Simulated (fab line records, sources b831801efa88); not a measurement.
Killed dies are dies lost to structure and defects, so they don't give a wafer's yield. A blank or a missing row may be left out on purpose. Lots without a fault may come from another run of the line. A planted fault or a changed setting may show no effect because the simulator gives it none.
Problem report in the 8D (eight disciplines) form, filled by code | flow sky130 | the parts of the form that need people (team, actions taken, sign-off) are left out

1. THE PROBLEM
oes_product_au at SKY_LI_CONTACT_ETCH_14 reads a mean of 1.000 a.u. on 2 wafers of 2 lots; wafers without a fault read 0.854 a.u. with a standard deviation of 0.004. That is +37 standard deviations from the usual mean.
The step: etches BARC in N2/H2, stops on SiO2, time 45.9 s, target depth 60 nm.
First seen on wafer L122.2, day 32 22:55, on rie_diel-01. The record holds 18 wafers of 6 lots with a number at this step. Rule for "out", or "out of limits": more than 4 standard deviations from the usual mean. The other wafers with a number count as sound.

2. WHAT IT IS AND WHAT IT IS NOT
question                    | is                           | is not
which readings at this step | oes_product_au, run_length_s | drypump_motor_current_A, n2_flow_sccm, throttle_valve_pct
which lots                  | L122, L123                   | L118, L120, L126, L132
which wafers of those lots  | L122.2, L123.5               | L122.3, L122.4, L123.3, L123.4
read on which tools         | rie_diel-01                  | rie_diel-02
when                        | from day 32 22:55            | up to then (8 sound wafers); but 8 sound wafers of L123, L126, L132 came after

3. SUSPECTS, AND WHAT RULES EACH OUT
Counting: a tool at a process step up to the reading stays a suspect if it ran every lot that is out. Sound lots after the first of them don't rule it out here, since some wafers of a struck lot are sound.
- cmp-01 at SKY_LI_CONTACT_CMP_02 (polishes PSG): kept. It ran every lot that is out, first L122 (day 31 18:16); its last sound lot up to then is L118 (day 30 07:34).
- rie_diel-01 at SKY_LI_CONTACT_ETCH_14 (etches BARC in N2/H2, stops on SiO2, time 45.9 s, target depth 60 nm): kept. It ran every lot that is out, first L122 (day 32 22:55); its last sound lot up to then is L120 (day 32 07:46). Its own readings are out on those wafers: oes_product_au, run_length_s.
- Within rie_diel-01 at SKY_LI_CONTACT_ETCH_14: the wafers that are out ran in chamber 2; their sound lot-mates ran in chambers 0, 1, 3.
Left after counting: cmp-01 at SKY_LI_CONTACT_CMP_02, rie_diel-01 at SKY_LI_CONTACT_ETCH_14.

4. THE CAUSE (what the simulator had put in)
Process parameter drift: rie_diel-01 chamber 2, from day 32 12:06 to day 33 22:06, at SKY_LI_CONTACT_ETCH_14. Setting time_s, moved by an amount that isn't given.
Counting left 2 suspects, and this tool is among them.

5. THE CHAIN OF EFFECTS, in route order
Each row: a reading whose mean over the struck wafers that have a number lies more than 3 standard deviations from the usual. Only readings for which the record gives a usual standard deviation are gone through. hours: the time from each lot's start at the first step in this table that gives one to its start at this step, as a median over the lots. sigmas: the change in usual standard deviations.
hours | step                   | reading        | usual      | on struck wafers | change | sigmas
0     | SKY_LI_CONTACT_ETCH_14 | oes_product_au | 0.854 a.u. | 1.000            | +0.146 | +37
0     | SKY_LI_CONTACT_ETCH_14 | run_length_s   | 74.2 s     | 66.5             | -7.7   | -23
The process steps in it:
- SKY_LI_CONTACT_ETCH_14: etches BARC in N2/H2, stops on SiO2, time 45.9 s, target depth 60 nm.
Readings that are blank on the struck wafers while sound wafers have them: bias_w at SKY_LI_CONTACT_ETCH_14.

6. WHAT WOULD HAVE CAUGHT IT SOONER
In this record the first reading out of limits was taken at day 32 22:55, 11 hours after the fault began at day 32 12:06.
